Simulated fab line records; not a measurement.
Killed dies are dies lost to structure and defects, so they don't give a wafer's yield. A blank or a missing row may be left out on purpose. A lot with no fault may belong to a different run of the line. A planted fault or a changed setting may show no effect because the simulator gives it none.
Struck lot and sound lot, side by side | flow sfq_line | 14 out of 325 route steps
Sound: wafers L507.1, L507.4, L507.6. Struck: wafer L515.1 (left out: L515.4, L515.5 of the same lot, which were not struck); the cause appears at the end.
Order at every step that has rows: each side's tool, ch and its chambers, its first start. Under that, the readings that differ: sound wafers | struck wafers | difference of the means | sigmas: that difference in standard deviations of wafers without a fault.
alike: a reading whose means differ by less than 2 such deviations, as well as words and numbers matching on both sides. not compared: withheld readings; readings where some wafer has no value; bounds like >300 that might hide an equal value; numbers whose values overlap and for which the record gives no deviation.
A row with sigmas, a row that says differs or no value, or rows on one side alone: a step with any of these is where the two part. Non-overlapping numbers with no deviation appear without sigmas and do not part them. A reading missing from all wafers of one side parts the sides only when that side holds two or more wafers.

first, 2 steps without rows for these wafers: SFQ_TRILAYER_I6_VIA_STRIP_SOLV_CLEAN_174 (cleans in NMP, time 600 s); SFQ_TRILAYER_M7_DEP_PRE_CLEAN_176 (time 22.5 s).
SFQ_TRILAYER_M7_DEP_SPUTTER_175: material Nb, target thk 200 nm, time 133.3 s.
  sound on pvd_sputter-06, day 76 00:44; struck on pvd_sputter-03, day 79 03:26
  alike: throttle_valve_pct
SFQ_M7_RS_MEAS_943: a four-point-probe measurement.
  sound on film_metro-02, day 76 00:55; struck on film_metro-04, day 79 03:31
  alike: M7_NB_RS
then, 6 steps without rows for these wafers: SFQ_TRILAYER_M7_LITHO_COAT_182 (resist thk 62 nm); SFQ_TRILAYER_M7_LITHO_COAT_177 (resist thk 600 nm); SFQ_TRILAYER_M7_LITHO_SOFTBAKE_181; SFQ_TRILAYER_M7_LITHO_EXPOSE_178 (exposes mask M7, target cd 500 nm); SFQ_TRILAYER_M7_LITHO_PEB_180 (peb time 60 s); SFQ_TRILAYER_M7_LITHO_DEVELOP_179 (time 60 s).
-- the record jumps here: 4 days lie between the struck wafers' starts before and after --
SFQ_M7_OVL_MEAS_945:
  sound on overlay-02, day 80 07:12; struck on overlay-01, day 83 14:08
  alike: M7_OVL
SFQ_TRILAYER_M7_BARC_OPEN_METAL_ETCH_229: etches BARC in O2, target depth 125 nm, time 41.7 s.
  sound on rie_metal-04 ch 0, day 80 07:14; struck on rie_metal-04 ch 1, day 83 14:10
  reading                                             | sound             | struck | difference | sigmas
  model.KrF_of_TRILAYER_M7_LITHO_COAT_177.thk_nm (nm) | 521.6 519.6 521.8 | 501.7  | -19.3      |
  alike: bias_w, drypump_motor_current_A, oes_product_au, rf_fwd_power_W
  not compared: rf_hours_counter_h
SFQ_TRILAYER_M7_ETCH_METAL_ETCH_180: etches Nb in Cl2/Ar, stops on SiO2, target depth 240 nm, time 120 s.
  sound on rie_metal-04 ch 0, day 80 07:17; struck on rie_metal-04 ch 1, day 83 14:13
  reading                                             | sound           | struck | difference | sigmas
  model.KrF_of_TRILAYER_M7_LITHO_COAT_177.thk_nm (nm) | 384.6 382.8 386 | 363.2  | -21.3      |
  alike: bias_w, drypump_motor_current_A, oes_product_au, rf_fwd_power_W
  not compared: rf_hours_counter_h
SFQ_TRILAYER_M7_STRIP_STRIP_181: strips in O2.
  sound on rie_metal-04 ch 0, day 80 07:25; struck on rie_metal-04 ch 1, day 83 14:21
  alike: drypump_motor_current_A, oes_product_au
  not compared: rf_hours_counter_h

## WHERE THEY PART
Nowhere in this record.

WHY: the cause the simulator had injected
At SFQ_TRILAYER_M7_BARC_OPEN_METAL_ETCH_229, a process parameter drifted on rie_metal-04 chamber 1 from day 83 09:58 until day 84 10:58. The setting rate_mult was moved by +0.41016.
